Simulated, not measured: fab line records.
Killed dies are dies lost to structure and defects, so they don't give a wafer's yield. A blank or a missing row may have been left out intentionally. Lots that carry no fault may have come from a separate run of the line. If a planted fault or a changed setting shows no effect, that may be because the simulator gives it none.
Struck lot and sound lot, side by side + flow sky130 + 35 out of 708 route steps
Sound: these wafers, L210.2, L210.3, L210.4. The struck wafers were L220.2, L220.4, L220.6. The cause comes at the end.
At each step with rows: each side's tool, then ch and its chambers, then its first start. Under that, the readings that differ: sound wafers + struck wafers + difference of the means + sigmas: that difference in standard deviations of wafers without a fault.
alike: a reading whose means differ by less than 2 such deviations, as well as words and numbers matching on both sides. not compared: withheld readings; readings where some wafer has no value; bounds like >300 that might hide an equal value; numbers whose values overlap and for which the record gives no deviation.
Wherever a step has rows on one side only, a row that says differs or no value, or a row with sigmas, the two part there. Non-overlapping numbers with no deviation appear without sigmas and do not part them. Lack of a reading on every wafer of one side parts them only where that side has two or more wafers.

first, 6 steps without rows for these wafers: SKY_PWDE_HMDS_01 (prime time 60 s); SKY_PWDE_COAT_02 (resist thk 3000 nm); SKY_PWDE_SOFTBAKE_03; SKY_PWDE_EXPOSE_04 (exposes mask PWDEM, target cd 840 nm); SKY_PWDE_PEB_05; SKY_PWDE_DEVELOP_06 (develop time 60 s).
SKY_PWDE_OVL_MEAS_07:
  sound: overlay-01 at day 3 23:15; struck: overlay-01 at day 6 04:44
  alike: PWDE_OVL
after that, 1 step had no rows for these wafers: SKY_PWDE_IMPLANT_08.
SKY_PWDE_STRIP_09: strips in O2/N2.
  sound on plasma asher-03 ch 0,1, day 3 23:26; struck on plasma asher-02 ch 0,1, day 6 04:55
| reading                      | sound             | struck            | difference | sigmas |
|------------------------------|-------------------|-------------------|------------|--------|
| strip time to endpoint s (s) | 37.19 37.20 37.29 | 36.91 36.98 37.00 | -0.26      | -3     |
  alike: drypump motor current A, oes product au
  not compared: rf hours counter h
SKY_PWDE_TW_MEAS_10:
  sound: film metro-01 at day 3 23:32; struck: film metro-03 at day 6 05:02
  alike: PWDE_TW
then, 2 steps without rows for these wafers: SKY_NWELL_DEHYDRATE_03 (time 60 s); SKY_NWELL_HMDS_04 (prime time 60 s).
SKY_NWELL_COAT_05: resist thk 3000 nm.
  sound on litho track-04 ch 0, day 4 07:40; struck on litho track-01 ch 0, day 6 13:49
| reading                                 | sound          | struck          | difference | sigmas |
|-----------------------------------------|----------------|-----------------|------------|--------|
| model.coat_of_NWELL_COAT_05.thk nm (nm) | 3011 3005 3006 | 845.8 846.1 846 | -2161.4    |        |
then, 3 steps without rows for these wafers: SKY_NWELL_SOFTBAKE_06; SKY_NWELL_EXPOSE_07 (exposes mask NWM, target cd 840 nm); SKY_NWELL_PEB_08.
SKY_NWELL_DEVELOP_09: develop time 60 s.
  sound on litho track-04 ch 0; struck on litho track-04 ch 0
| reading                                 | sound          | struck            | difference | sigmas |
|-----------------------------------------|----------------|-------------------|------------|--------|
| model.coat_of_NWELL_COAT_05.thk nm (nm) | 3007 3000 3002 | 841.6 841.8 841.8 | -2161.3    |        |
SKY_NWELL_OVL_MEAS_10:
  sound: overlay-02 at day 4 16:14; struck: overlay-02 at day 6 23:35
  alike: NWELL_00_OVL
then, 3 steps without rows for these wafers: SKY_NWELL_IMPLANT_11; SKY_NWELL_IMPLANT_12; SKY_NWELL_IMPLANT_13.
SKY_NWELL_STRIP_14: strips in O2/N2.
  sound on plasma asher-03 ch 0,1, day 4 16:43; struck on plasma asher-04 ch 0,1, day 7 00:04
| reading                      | sound             | struck            | difference | sigmas      |
|------------------------------|-------------------|-------------------|------------|-------------|
| oes product au (a.u.)        | 0.726 0.719 0.724 | 0.706 0.706 0.717 | -0.013     | -3          |
| strip time to endpoint s (s) | 37.06 36.97 36.98 | 11.52 11.51 11.50 | -25.49     | -99 or more |
  alike: drypump motor current A
  not compared: rf hours counter h
SKY_NWELL_TW_MEAS_15:
  sound: film metro-03 at day 4 16:50; struck: film metro-04 at day 7 00:11
| reading  | sound          | struck         | difference | sigmas |
|----------|----------------|----------------|------------|--------|
| NWELL_TW | 1850 1851 1847 | 1808 1804 1800 | -45        | -2     |
then, 7 steps without rows for these wafers: SKY_NWELL_DEHYDRATE_16 (time 60 s); SKY_NWELL_HMDS_17 (prime time 60 s); SKY_NWELL_COAT_18 (resist thk 3000 nm); SKY_NWELL_SOFTBAKE_19; SKY_NWELL_EXPOSE_20 (exposes mask NWM COMPLEMENT, target cd 840 nm); SKY_NWELL_PEB_21; SKY_NWELL_DEVELOP_22 (develop time 60 s).
SKY_NWELL_OVL_MEAS_23:
  sound: overlay-01 at day 5 10:14; struck: overlay-01 at day 7 20:14
  alike: NWELL_01_OVL
after that, 1 step had no rows for these wafers: SKY_NWELL_IMPLANT_24.
SKY_NWELL_STRIP_25: strips in O2/N2.
  sound on plasma asher-03 ch 0,1, day 5 10:25; struck on plasma asher-04 ch 1, day 7 20:25
  alike: drypump motor current A, oes product au, strip time to endpoint s
  not compared: rf hours counter h
SKY_NWELL_TW_MEAS_26:
  sound: film metro-03 at day 5 10:32; struck: film metro-03 at day 7 20:32
| reading    | sound       | struck      | difference | sigmas |
|------------|-------------|-------------|------------|--------|
| NWELL_2_TW | 507 504 509 | 762 762 760 | +255       | +47    |
then, 1 step without rows for these wafers: SKY_NWELL_CLEAN_27 (cleans in SC1/SC2, time 150 s).

== WHERE THEY PART ==
At SKY_PWDE_STRIP_09 first; at SKY_NWELL_TW_MEAS_26 last (within this record only).

WHY: whatever the simulator had introduced
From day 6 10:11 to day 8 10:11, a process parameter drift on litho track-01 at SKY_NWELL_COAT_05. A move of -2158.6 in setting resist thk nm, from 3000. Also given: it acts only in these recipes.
